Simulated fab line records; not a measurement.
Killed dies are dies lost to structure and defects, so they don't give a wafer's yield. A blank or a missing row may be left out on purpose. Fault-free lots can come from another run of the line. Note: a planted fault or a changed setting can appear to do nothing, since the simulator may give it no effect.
Problem report in the 8D (eight disciplines) form, filled by code || flow gf180mcu || the parts of the form that need people (team, actions taken, sign-off) are left out

## 1. THE ISSUE
At GF_M5_ETCH_09, oesProductAu averages 1.223 a.u. over 6 wafers from 2 lots, while fault-free wafers read 0.996 a.u., standard deviation 0.008. Relative to the usual mean, that is a shift of +28 standard deviations.
The step: etches Si3N4 in CF4/O2, target depth 52 nm, time 11.6 s.
Seen first at day 31 08:31 on rieDiel-04, wafer L653.1. Wafers with a number at this step in the record: 39, from 13 lots. The rule behind "out" and "out of limits": a value lying over 4 standard deviations away from the usual mean. The rest of the wafers with a number are treated as sound.

## 2. WHAT IT IS, WHAT IT ISN'T
{"question": "which readings at this step", "is": "oesProductAu, throttleValvePct", "is not": "cf4FlowSccm, drypumpMotorCurrentA"}
{"question": "which lots", "is": "L653, L655", "is not": "L638, L640, L642, L643, L644, L646, L647, L651, L657, L658, L660"}
{"question": "which wafers of those lots", "is": "all that have a number", "is not": "-"}
{"question": "read on which tools", "is": "rieDiel-04", "is not": "rieDiel-01, rieDiel-02"}
{"question": "when", "is": "from day 31 08:31", "is not": "up to then (24 sound wafers); but 9 sound wafers of L657, L658, L660 came after"}

## 3. THE SUSPECTS, EACH WITH WHAT RULES IT OUT
Counting: a tool at a process step up to the reading stays a suspect if it ran every lot that is out and no sound lot after the first of them.
- pvdSputter-03 at GF_V4_SPUTTER_21 (material Ti, target thk 15 nm, time 80.02 s): kept. It ran every lot that is out, first L653 (day 29 18:37), and no sound lot after that; its last sound lot up to then is L647 (day 27 22:05).
- rieDiel-04 at GF_M5_ETCH_09 (etches Si3N4 in CF4/O2, target depth 52 nm, time 11.6 s): kept. It ran every lot that is out, first L653 (day 31 08:31), and no sound lot after that; its last sound lot up to then is L647 (day 29 13:01). Out on those wafers are its own readings of oesProductAu, throttleValvePct.
What counting leaves: pvdSputter-03 at GF_V4_SPUTTER_21 and rieDiel-04 at GF_M5_ETCH_09.

## 4. THE CAUSE (what the simulator had put in)
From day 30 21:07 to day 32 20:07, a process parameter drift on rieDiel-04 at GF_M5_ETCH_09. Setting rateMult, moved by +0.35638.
2 suspects survive the count, and this tool is in that group.

## 5. THE CHAIN OF EFFECTS, in route order
Each row: a reading whose mean over the struck wafers that have a number lies more than 3 standard deviations from the usual. Scope: only readings with a usual standard deviation given in the record; hours: median across lots of the time from each lot's start at the first step in this table that gives one to its start at this step; sigmas: change in usual standard deviations.
{"hours": 0, "step": "GF_M5_ETCH_09", "reading": "oesProductAu", "usual": "0.996 a.u.", "on struck wafers": 1.223, "change": "+0.227", "sigmas": "+28"}
{"hours": 0, "step": "GF_M5_ETCH_09", "reading": "throttleValvePct", "usual": "5.968 %", "on struck wafers": 6.035, "change": "+0.067", "sigmas": "+6.7"}
The process steps in it:
- GF_M5_ETCH_09: etches Si3N4 in CF4/O2, target depth 52 nm, time 11.6 s.
Later measuring or inspecting steps at which every struck wafer that the step has a row for has a number for every such reading, and none has moved that far: GF_V5_THK_MEAS_01.

## 6. WHAT WOULD HAVE CAUGHT IT SOONER
In this record the first reading out of limits was taken at day 31 08:31, 11 hours after the fault began at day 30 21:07.
